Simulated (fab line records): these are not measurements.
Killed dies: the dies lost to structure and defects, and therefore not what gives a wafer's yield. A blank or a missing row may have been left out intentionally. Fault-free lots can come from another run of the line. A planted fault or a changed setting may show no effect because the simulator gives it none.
fab line records	flow sky130
record lots=6	wafers=18	lastDay=50
route steps=708 shown LDD_HVN@274 LDD_HVP@278 PAD_OPEN@708
lots with no fault: from the same line, run without faults
startH: start of the lot's first displayed wafer, in hours after the record's first day	waitH: hours since the lot's step before	" unchanged from the row above	L1.1+2: a row that stands for several wafers	- either no value or no given start	* or withheld: withheld	< > ~ a bound
route shown NAME@n: a module of which the file shows steps, and the number in the route of the first	usual: mean and standard deviation over wafers with no fault	same: alike in all rows	chamber/n: place in a boat	sites: readings site by site	_std_site: the standard deviation of these	_edge_site: inner sites' mean taken away from outer sites' mean	radiusMm: for every site, how far away it sits from the centre of the wafer	mask NAME#n: copy n	behind: the most recent tool/chamber to have shaped the wafer	hold: why the lot was held/for how many hours/how that ended	device: which transistor (n, p or np) failed to switch	end of line: the same wafers' tests at the end of the route	a step with no rows: only its recipe	killed: count of dies lost to structure and defects at first sort (not the wafer's yield)	map: shows each die of a wafer: x if killed, . if not, _ if none is there
set.NAME: the run value of the setting; set.NAME@STEP: its run value at that earlier step	model.NAME: the simulator's own value behind a step, which no gauge read
lots at some steps of the route; a table a step, a row a wafer
services: from which hour (startH, from the record's first day; less than 0 if before it) a tool's chamber was out of use, for how many hours, and why
## steps
# step SKY_LDD_HVN_OVL_MEAS_07
# usual LDD_HVN_OVL=-0.4/1.4
lot.wafer	tool	chamber	startH	waitH	LDD_HVN_OVL[nm]
L988.2	overlay-01	-	464.07	0.1	-2.3
L988.4	"	-	"	"	-2.3
L988.6	"	-	"	"	-1.1
L993.2	overlay-01	-	511.04	0.1	0.5
L993.3	"	-	"	"	1.2
L993.4	"	-	"	"	-1.0
L997.1	overlay-02	-	545.21	0.1	1.0
L997.3	"	-	"	"	0.9
L997.4	"	-	"	"	0.4
L999.1	overlay-01	-	562.88	0.1	0.2
L999.4	"	-	"	"	0.2
L999.6	"	-	"	"	-1.0
L103.3	overlay-02	-	600.77	0.1	-0.2
L103.5	"	-	"	"	1.5
L103.6	"	-	"	"	0.2
L110.1	overlay-01	-	657.36	0.1	-1.8
L110.4	"	-	"	"	-1.9
L110.6	"	-	"	"	-0.8
# step SKY_LDD_HVN_IMPLANT_08
# recipe species=P	energyKev=60	doseCm2=3e+13	tiltDeg=40
# step SKY_LDD_HVN_STRIP_09
# recipe chemistry=O2/N2	powerW=1400	pressureMtorr=1500	platenTempC=withheld	o2FlowSccm=3000	n2FlowSccm=300	overashFraction=0.5
# usual drypumpMotorCurrentA=5.5/0.47	oesProductAu=0.409/0.0051	stripTimeToEndpointS=4.138/0.016
lot.wafer	tool	chamber	startH	waitH	drypumpMotorCurrentA	oesProductAu	rfHoursCounterH	stripTimeToEndpointS
L988.2	plasmaAsher-03	0	464.25	0.1	5.1	0.408	63	4.119
L988.4	"	1	"	"	5.1	0.400	-	4.107
L988.6	"	1	"	"	5.1	0.412	-	4.119
L993.2	plasmaAsher-03	1	511.22	0.1	5.1	0.410	68	4.142
L993.3	"	1	"	"	5.1	0.408	-	4.145
L993.4	"	0	"	"	5.0	0.408	-	4.153
L997.1	plasmaAsher-04	1	545.40	0.1	5.5	0.406	79	4.120
L997.3	"	0	"	"	6.0	0.404	-	4.138
L997.4	"	1	"	"	5.5	0.411	-	4.141
L999.1	plasmaAsher-04	0	563.07	0.1	6.0	0.403	81	4.114
L999.4	"	0	"	"	6.0	0.410	-	4.122
L999.6	"	0	"	"	6.0	0.403	-	4.142
L103.3	plasmaAsher-03	0	600.98	0.1	5.1	0.412	-	4.144
L103.5	"	1	"	"	5.1	0.408	-	4.152
L103.6	"	0	"	"	5.0	0.409	-	4.135
L110.1	plasmaAsher-02	1	657.55	0.1	5.2	0.414	53	4.128
L110.4	"	1	"	"	5.2	0.405	-	4.137
L110.6	"	0	"	"	6.2	0.417	-	4.134
# step SKY_LDD_HVN_TW_MEAS_10
# usual LDD_HVN_TW=1426/6.1
lot.wafer	tool	chamber	startH	waitH	LDD_HVN_TW
L988.2	filmMetro-01	-	464.36	0.1	1425
L988.4	"	-	"	"	1426
L988.6	"	-	"	"	1423
L993.2	filmMetro-02	-	511.33	0.1	1420
L993.3	"	-	"	"	1420
L993.4	"	-	"	"	1418
L997.1	filmMetro-04	-	545.50	0.1	1431
L997.3	"	-	"	"	1418
L997.4	"	-	"	"	1430
L999.1	filmMetro-04	-	563.17	0.1	1429
L999.4	"	-	"	"	1434
L999.6	"	-	"	"	1432
L103.3	filmMetro-01	-	601.07	0.1	1424
L103.5	"	-	"	"	1420
L103.6	"	-	"	"	1420
L110.1	filmMetro-04	-	657.65	0.1	1418
L110.4	"	-	"	"	1430
L110.6	"	-	"	"	1427
# step SKY_LDD_HVP_DEHYDRATE_00
# recipe tempC=200	timeS=60
# step SKY_LDD_HVP_HMDS_01
# recipe primeTimeS=60	primeTempC=120
# step SKY_LDD_HVP_COAT_02
# recipe resist=NOVOLAK	spinRpm=3000	resistThkNm=300
# step SKY_LDD_HVP_SOFTBAKE_03
# recipe tempC=90	timeS=60	resist=NOVOLAK
# step SKY_LDD_HVP_EXPOSE_04
# recipe maskId=HVPTM	na=0.6	sourceShape=conventional	sigmaOuter=0.6	polarization=unpolarized	targetCdNm=700	doseMj=86
# step SKY_LDD_HVP_PEB_05
# recipe tempC=withheld	timeS=*	resist=NOVOLAK
# step SKY_LDD_HVP_DEVELOP_06
# recipe resist=NOVOLAK	developer=TMAH	developTimeS=60	devTempC=23
# step SKY_LDD_HVP_OVL_MEAS_07
# usual LDD_HVP_OVL=-0.2/1.6
lot.wafer	tool	chamber	startH	waitH	LDD_HVP_OVL[nm]
L988.2	overlay-02	-	494.68	0.1	-0.9
L988.4	"	-	"	"	-0.6
L988.6	"	-	"	"	0.1
L993.2	overlay-02	-	540.63	0.1	0.5
L993.3	"	-	"	"	-0.5
L993.4	"	-	"	"	-0.2
L997.1	overlay-01	-	575.31	0.1	-1.4
L997.3	"	-	"	"	-2.6
L997.4	"	-	"	"	-2.9
L999.1	overlay-01	-	592.07	0.1	-0.9
L999.4	"	-	"	"	-0.6
L999.6	"	-	"	"	-1.7
L103.3	overlay-02	-	629.39	0.1	-0.4
L103.5	"	-	"	"	1.2
L103.6	"	-	"	"	-0.7
L110.1	overlay-02	-	686.32	0.1	-2.9
L110.4	"	-	"	"	-1.4
L110.6	"	-	"	"	-2.4
# step SKY_LDD_HVP_IMPLANT_08
# recipe species=B	energyKev=20	doseCm2=1.7e+13	tiltDeg=17.9
# usual beamEnergyKeV=20.000/0.006
lot.wafer	tool	chamber	startH	waitH	beamEnergyKeV	model.implant.rpNm	model.implant.drpNm
L988.2	implanter-04	0	494.73	0.0	20.001	62.17	28.53
L988.4	"	0	"	"	19.992	62.17	28.53
L988.6	"	0	"	"	20.001	62.17	28.53
L993.2	implanter-01	0	540.68	0.0	19.995	60.13	28.53
L993.3	"	0	"	"	19.996	60.13	28.53
L993.4	"	0	"	"	19.999	60.13	28.53
L997.1	implanter-01	0	575.35	0.0	23.649	75.02	33.62
L997.3	"	0	"	"	23.637	75.02	33.62
L997.4	"	0	"	"	23.647	75.02	33.62
L999.1	implanter-01	0	592.11	0.0	23.646	74.94	33.62
L999.4	"	0	"	"	23.648	74.94	33.62
L999.6	"	0	"	"	23.645	74.94	33.62
L103.3	implanter-02	0	629.47	0.1	19.999	63.2	28.53
L103.5	"	0	"	"	20.001	63.2	28.53
L103.6	"	0	"	"	20.005	63.2	28.53
L110.1	implanter-04	0	686.36	0.0	20.000	61.71	28.53
L110.4	"	0	"	"	20.003	61.71	28.53
L110.6	"	0	"	"	19.996	61.71	28.53
# step SKY_LDD_HVP_STRIP_09
# recipe chemistry=O2/N2	powerW=1400	pressureMtorr=1500	platenTempC=withheld	o2FlowSccm=3000	n2FlowSccm=300	overashFraction=0.5
# usual drypumpMotorCurrentA=5.5/0.35	oesProductAu=0.409/0.0045	stripTimeToEndpointS=4.134/0.013
lot.wafer	tool	chamber	startH	waitH	drypumpMotorCurrentA	oesProductAu	rfHoursCounterH	stripTimeToEndpointS
L988.2	plasmaAsher-03	1	494.86	0.1	5.1	0.406	67	4.146
L988.4	"	0	"	"	5.0	0.399	-	4.132
L988.6	"	1	"	"	5.1	0.406	-	4.128
L993.2	plasmaAsher-01	0	540.81	0.1	5.5	0.411	12	4.129
L993.3	"	0	"	"	5.4	0.401	-	4.140
L993.4	"	1	"	"	5.8	0.406	-	4.156
L997.1	plasmaAsher-03	0	575.50	0.1	5.1	0.411	75	4.128
L997.3	"	1	"	"	5.0	0.408	-	4.111
L997.4	"	0	"	"	5.1	0.410	-	4.137
L999.1	plasmaAsher-01	0	592.26	0.1	5.4	0.408	17	4.142
L999.4	"	1	"	"	5.8	0.406	-	4.138
L999.6	"	0	"	"	5.4	0.414	-	4.129
L103.3	plasmaAsher-04	0	629.60	0.1	6.0	0.404	-	4.129
L103.5	"	1	"	"	5.5	0.407	-	4.132
L103.6	"	0	"	"	6.0	0.411	-	4.121
L110.1	plasmaAsher-01	1	686.51	0.1	5.8	0.404	26	4.131
L110.4	"	0	"	"	5.5	0.411	-	4.140
L110.6	"	1	"	"	5.8	0.404	-	4.133
# step SKY_LDD_HVP_TW_MEAS_10
# usual LDD_HVP_TW=454.1/2.1
lot.wafer	tool	chamber	startH	waitH	hold	LDD_HVP_TW
L988.2	filmMetro-03	-	494.97	0.1	-	448.5
L988.4	"	-	"	"	-	451.9
L988.6	"	-	"	"	-	450.5
L993.2	filmMetro-03	-	540.92	0.1	-	457.9
L993.3	"	-	"	"	-	457.6
L993.4	"	-	"	"	-	454.3
L997.1	filmMetro-04	-	575.60	0.1	awaitDispo/0.2h/release	473.6
L997.3	"	-	"	"	awaitDispo/0.2h/release	469.7
L997.4	"	-	"	"	awaitDispo/0.2h/release	469.2
L997.1	filmMetro-04	-	575.82	0.2	-	470.7
L997.3	"	-	"	"	-	469.7
L997.4	"	-	"	"	-	470.7
L999.1	filmMetro-03	-	592.36	0.1	awaitDispo/0.2h/release	471.3
L999.4	"	-	"	"	awaitDispo/0.2h/release	473.9
L999.6	"	-	"	"	awaitDispo/0.2h/release	469.5
L999.1	filmMetro-03	-	592.58	0.2	-	473.4
L999.4	"	-	"	"	-	467.9
L999.6	"	-	"	"	-	469.5
L103.3	filmMetro-03	-	629.69	0.1	-	455.9
L103.5	"	-	"	"	-	454.9
L103.6	"	-	"	"	-	457.2
L110.1	filmMetro-03	-	686.61	0.1	-	455.5
L110.4	"	-	"	"	-	453.5
L110.6	"	-	"	"	-	455.1
# step SKY_PAD_OPEN_PROBE_99
# usual killed_at_M0_to_M3=44/7.5	killed_at_M4_up=3.2/1.9	killedAtContacts=23/4.7	killedAtFrontEnd=15/4.7	killedAtOther=0.4/0.66	killedDies=87/9.3	killedOpen=47/7.2	killedShort=39/6.5
# same grossDies=492	killedAtBackSide=0
lot.wafer	tool	chamber	startH	waitH	killed_at_M0_to_M3	killed_at_M4_up	killedAtContacts	killedAtFrontEnd	killedAtOther	killedDies	killedOpen	killedShort	model.etest.tip_p_5v.rsOhmSq	model.etest.pfetG5v0d10v5.offLog10AUm
L988.2	prober-02	-	1074.95	0.1	26	4	25	16	0	71	43	28	2882	-12.83
L988.4	prober-02	-	1075.05	0.2	45	4	18	16	0	83	43	40	2901	-12.82
L988.6	prober-02	-	1075.15	0.2	43	3	17	15	0	78	34	44	2882	-12.95
L993.2	prober-01	-	1109.33	0.1	39	3	23	20	0	85	42	42	2891	-12.47
L993.3	prober-01	-	1109.38	0.2	43	2	18	14	1	78	35	39	2910	-12.92
L993.4	prober-01	-	1109.43	0.2	59	1	22	18	0	100	66	31	2911	-12.74
L997.1	prober-01	-	1132.50	0.1	42	7	19	21	1	90	42	47	2737	-12.07
L997.3	prober-01	-	1132.60	0.2	59	1	25	15	0	100	48	52	2734	-11.83
L997.4	prober-01	-	1132.65	0.2	49	1	22	13	0	85	43	41	2734	-11.93
L999.1	prober-01	-	1144.76	0.1	42	1	27	9	1	80	44	36	2751	-11.82
L999.4	prober-01	-	1144.91	0.2	46	10	18	15	1	90	50	40	2736	-11.34
L999.6	prober-01	-	1145.01	0.2	43	2	26	15	0	86	54	31	2758	-11.58
L103.3	prober-01	-	1164.08	0.2	48	3	31	12	0	94	57	37	2889	-12.71
L103.5	prober-01	-	1164.18	0.2	47	2	18	10	0	77	48	29	2866	-13.03
L103.6	prober-01	-	1164.23	0.2	51	0	28	10	1	90	48	38	2862	-12.93
L110.1	prober-01	-	1201.19	0.1	25	4	15	22	0	66	40	26	2892	-12.88
L110.4	prober-01	-	1201.34	0.2	38	4	10	16	0	68	32	36	2896	-12.94
L110.6	prober-01	-	1201.44	0.2	34	7	26	18	0	85	51	34	2878	-12.98
# killed by level:class
L988.2 LI_CONTACT:geometricParticle:open=13 CONTACT:geometricParticle:open=7 VIA1:geometricParticle:open=6 POLY_GATE:geometricParticle:short=5 VIA3:geometricParticle:open=5 FIELD_ISO:geometricParticle:open=4 METAL2:geometricParticle:short=4 FIELD_ISO:geometricParticle:short=3
L988.4 VIA2:geometricParticle:open=11 POLY_GATE:geometricParticle:short=8 LI_CONTACT:geometricParticle:open=7 CONTACT:geometricParticle:open=7 VIA1:geometricParticle:open=7 METAL1:geometricParticle:short=5 METAL2:geometricParticle:short=4 VIA3:geometricParticle:short=4
L988.6 VIA3:geometricParticle:open=8 LI_CONTACT:geometricParticle:open=6 VIA1:geometricParticle:short=6 VIA2:geometricParticle:open=6 VIA3:geometricParticle:short=6 POLY_GATE:geometricParticle:short=5 METAL1:geometricParticle:short=5 LI_CONTACT:geometricParticle:short=4
L993.2 VIA1:geometricParticle:open=8 FIELD_ISO:geometricParticle:open=6 VIA1:geometricParticle:short=6 CONTACT:geometricParticle:open=6 VIA3:geometricParticle:open=6 POLY_GATE:geometricParticle:short=5 LI_CONTACT:geometricParticle:short=5 LI_CONTACT:geometricParticle:open=5
L993.3 VIA3:geometricParticle:open=9 FIELD_ISO:geometricParticle:short=6 VIA1:geometricParticle:open=6 METAL1:geometricParticle:short=6 CONTACT:geometricParticle:short=5 METAL2:geometricParticle:short=5 CONTACT:geometricParticle:open=4 VIA2:geometricParticle:open=4
L993.4 VIA1:geometricParticle:open=19 CONTACT:geometricParticle:open=9 VIA1:geometricParticle:short=9 VIA3:geometricParticle:open=9 VIA2:geometricParticle:open=8 LI_CONTACT:geometricParticle:open=6 FIELD_ISO:geometricParticle:open=5 POLY_GATE:geometricParticle:open=5
L997.1 CONTACT:geometricParticle:open=8 VIA1:geometricParticle:short=8 VIA1:geometricParticle:open=7 POLY_GATE:geometricParticle:short=7 METAL4:geometricParticle:short=7 LI_CONTACT:geometricParticle:open=6 VIA2:geometricParticle:open=6 FIELD_ISO:geometricParticle:open=4
L997.3 VIA1:geometricParticle:open=13 VIA1:geometricParticle:short=8 METAL3:geometricParticle:short=7 METAL1:geometricParticle:short=6 LOCAL_INTERCONNECT:geometricParticle:short=6 CONTACT:geometricParticle:open=6 FIELD_ISO:geometricParticle:open=5 POLY_GATE:geometricParticle:open=5
L997.4 VIA1:geometricParticle:open=13 VIA1:geometricParticle:short=9 CONTACT:geometricParticle:open=8 METAL1:geometricParticle:short=6 VIA3:geometricParticle:open=6 LI_CONTACT:geometricParticle:open=5 POLY_GATE:geometricParticle:short=4 LOCAL_INTERCONNECT:geometricParticle:short=4
L999.1 CONTACT:geometricParticle:open=10 VIA2:geometricParticle:open=10 VIA1:geometricParticle:open=9 LI_CONTACT:geometricParticle:open=7 LOCAL_INTERCONNECT:geometricParticle:short=6 METAL2:geometricParticle:short=5 VIA1:geometricParticle:short=4 METAL3:geometricParticle:short=3
L999.4 VIA1:geometricParticle:open=11 VIA2:geometricParticle:open=9 METAL4:geometricParticle:short=8 CONTACT:geometricParticle:open=8 VIA3:geometricParticle:open=6 METAL1:geometricParticle:short=5 VIA1:geometricParticle:short=5 FIELD_ISO:geometricParticle:short=4
L999.6 VIA1:geometricParticle:open=11 CONTACT:geometricParticle:open=9 LI_CONTACT:geometricParticle:open=8 VIA2:geometricParticle:open=7 LOCAL_INTERCONNECT:geometricParticle:short=6 METAL1:geometricParticle:short=5 METAL1:geometricParticle:open=5 VIA1:geometricParticle:short=5
L103.3 CONTACT:geometricParticle:open=12 LI_CONTACT:geometricParticle:open=11 VIA1:geometricParticle:open=10 VIA2:geometricParticle:open=9 VIA3:geometricParticle:open=7 METAL2:geometricParticle:short=6 FIELD_ISO:geometricParticle:short=4 CONTACT:geometricParticle:short=4
L103.5 VIA1:geometricParticle:open=11 CONTACT:geometricParticle:open=7 LI_CONTACT:geometricParticle:open=6 VIA3:geometricParticle:open=6 VIA2:geometricParticle:open=5 FIELD_ISO:geometricParticle:open=4 VIA3:geometricParticle:short=4 METAL3:geometricParticle:short=4
L103.6 VIA1:geometricParticle:open=17 LI_CONTACT:geometricParticle:open=7 CONTACT:geometricParticle:open=7 VIA2:geometricParticle:open=7 CONTACT:geometricParticle:short=6 LI_CONTACT:geometricParticle:short=5 VIA1:geometricParticle:short=5 METAL2:geometricParticle:short=5
L110.1 VIA1:geometricParticle:open=9 POLY_GATE:geometricParticle:short=8 LI_CONTACT:geometricParticle:open=6 POLY_GATE:geometricParticle:open=5 SPACER:geometricParticle:short=3 POLY_CUT:geometricParticle:open=3 METAL4:geometricParticle:short=3 CONTACT:geometricParticle:short=3
L110.4 METAL2:geometricParticle:short=8 VIA2:geometricParticle:open=6 VIA1:geometricParticle:open=6 FIELD_ISO:geometricParticle:short=5 FIELD_ISO:geometricParticle:open=5 CONTACT:geometricParticle:open=4 VIA3:geometricParticle:open=4 LI_CONTACT:geometricParticle:open=3
L110.6 CONTACT:geometricParticle:open=13 METAL2:geometricParticle:short=10 VIA1:geometricParticle:open=7 LI_CONTACT:geometricParticle:open=6 VIA2:geometricParticle:open=6 FIELD_ISO:geometricParticle:open=5 POLY_GATE:geometricParticle:open=5 POLY_GATE:geometricParticle:short=4
## services
tool	chamber	startH	hours	kind
plasmaAsher-02	-	441.03	0.7	repair
implanter-02	-	445.26	4.6	pm
plasmaAsher-04	-	451.47	0.5	repair
plasmaAsher-04	-	481.21	11.0	repair
implanter-02	-	521.61	4.7	pm
implanter-04	-	525.52	4.2	repair
implanter-04	-	562.70	13.0	pm
implanter-02	-	585.15	1.4	repair
plasmaAsher-02	-	586.14	12.0	repair
plasmaAsher-04	-	599.43	2.8	pm
implanter-02	-	607.80	1.8	repair
implanter-04	-	626.52	2.5	repair
plasmaAsher-03	-	630.73	1.2	repair
implanter-04	-	641.75	5.6	pm
plasmaAsher-02	-	645.45	5.3	repair
implanter-01	-	648.20	3.1	repair
implanter-01	-	670.68	1.6	repair
plasmaAsher-04	-	682.13	2.8	repair
## key
firstSign step=SKY_LDD_HVP_IMPLANT_08	reading=beamEnergyKeV	direction=up	sigmas=99+	usual=*	struck=*
effect step=SKY_LDD_HVP_TW_MEAS_10	reading=visit	direction=added
effect step=SKY_LDD_HVP_TW_MEAS_10	reading=LDD_HVP_TW	direction=up	sigmas=8.1	usual=454.1	struck=471.2
modelEffect step=SKY_LDD_HVP_IMPLANT_08	value=implant.rpNm	without=63.55	struck=74.98
modelEffect step=SKY_PAD_OPEN_PROBE_99	value=etest.tip_p_5v.rsOhmSq	without=2827	struck=2742
metAt SKY_LDD_HVP_IMPLANT_08
struckWafers L997.1,L997.3,L997.4,L999.1,L999.4,L999.6
testerLeftOut L997,L999
onsetBetween 540.68 575.35
fault kind=processParameterDrift	tool=implanter-01	chamber=-	onsetH=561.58	steps=SKY_LDD_HVP_IMPLANT_08	channel=energyKev	offset=*	shape=step	endH=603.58	actsIn=*	stated=*
# testerLeftOut: of these lots the tester's yield and bins aren't shown, on N5 and GAA mostly nor the transistor test; their killed dies are dies lost to structure and defects alone, not to doping, threshold or leakage, so they don't give the yield
